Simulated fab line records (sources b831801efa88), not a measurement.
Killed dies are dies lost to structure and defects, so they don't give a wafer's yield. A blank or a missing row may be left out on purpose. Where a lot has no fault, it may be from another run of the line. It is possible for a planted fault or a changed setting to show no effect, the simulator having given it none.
8D (eight disciplines) problem report, filled in by code | flow gf180mcu | the parts of the form that need people (team, actions taken, sign-off) are left out

1. THE PROBLEM
Across 6 wafers from 2 lots, SAB_CVD_00_THK at GF_SAB_THK_MEAS_01 averages 45.4 nm, while fault-free wafers read 50.0 nm with a standard deviation of 0.65. Measured from the usual mean, that is -7.1 standard deviations.
The first sign was on wafer L979.1 at day 18 07:28, on film metro-02. The record has a number at this step for 40 wafers belonging to 14 lots. Rule for "out" (also "out of limits"): further than 4 standard deviations from the usual mean. Any other wafer with a number is counted as sound.

2. WHAT IT IS, AND WHAT IT ISN'T
question                    | is                           | is not
which readings at this step | SAB_CVD_00_THK               | -
which lots                  | L979, L984                   | L970, L973, L974, L975, L976, L977, L978, L987, L988, L989, L990, L991
which wafers of those lots  | all that have a number       | -
read on which gauges        | film metro-02, film metro-04 | film metro-01
when                        | from day 18 07:28            | up to then (21 sound wafers); but 13 sound wafers of L987, L988, L989, L990, L991 came after

3. WHAT RULES OUT EACH SUSPECT
Counting: any tool at a process step up to the reading is kept as a suspect provided that every lot that is out went through it and no sound lot did after the first of them.
- the gauge at GF_SAB_THK_MEAS_01 is ruled out. 2 gauges (film metro-02, film metro-04) read the wafers that are out.
- pecvd-04 at GF_SAB_CVD_00 (deposits SiO2 from TEOS, target thk 50 nm, time 4.9302 s): ruled out as a lasting fault. Following L979 (day 18 07:27), the first lot on it that is out, the sound lots L991 were run on it.
Left after counting: nothing in the record.

4. THE CAUSE (what the simulator had put in)
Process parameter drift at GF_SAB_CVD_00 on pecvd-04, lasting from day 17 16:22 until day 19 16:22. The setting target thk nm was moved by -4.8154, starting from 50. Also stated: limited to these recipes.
Counting ruled it out, wrongly: the rule takes a fault to strike every lot that its tool runs from its start on, and this one did not.

5. SEQUENCE OF EFFECTS, ordered by route
Each row: a reading where the mean over the struck wafers with a number is more than 3 standard deviations away from the usual. Only readings whose record carries a usual standard deviation are examined. hours: median over the lots of the time between each lot's start at the first step of this table that gives one and its start at this step. sigmas: the change, counted in usual standard deviations.
hours | step               | reading        | usual   | on struck wafers | change | sigmas
0     | GF_SAB_THK_MEAS_01 | SAB_CVD_00_THK | 50.0 nm | 45.4             | -4.6   | -7.1
Later measuring or inspecting steps at which every struck wafer that the step has a row for has a number for every such reading, and none has moved that far: GF_SALICIDE_THK_MEAS_05, GF_CONTACT_THK_MEAS_01.

6. HOW IT WOULD HAVE BEEN CAUGHT EARLIER
15 hours passed between the start of the fault at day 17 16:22 and the first reading out of limits at a measuring or inspecting step in this record, taken at day 18 07:28.
No tool reading at GF_SAB_CVD_00 that has a usual standard deviation in the record was out on any struck wafer, so an alarm limit of 4 standard deviations on those readings would not have fired.
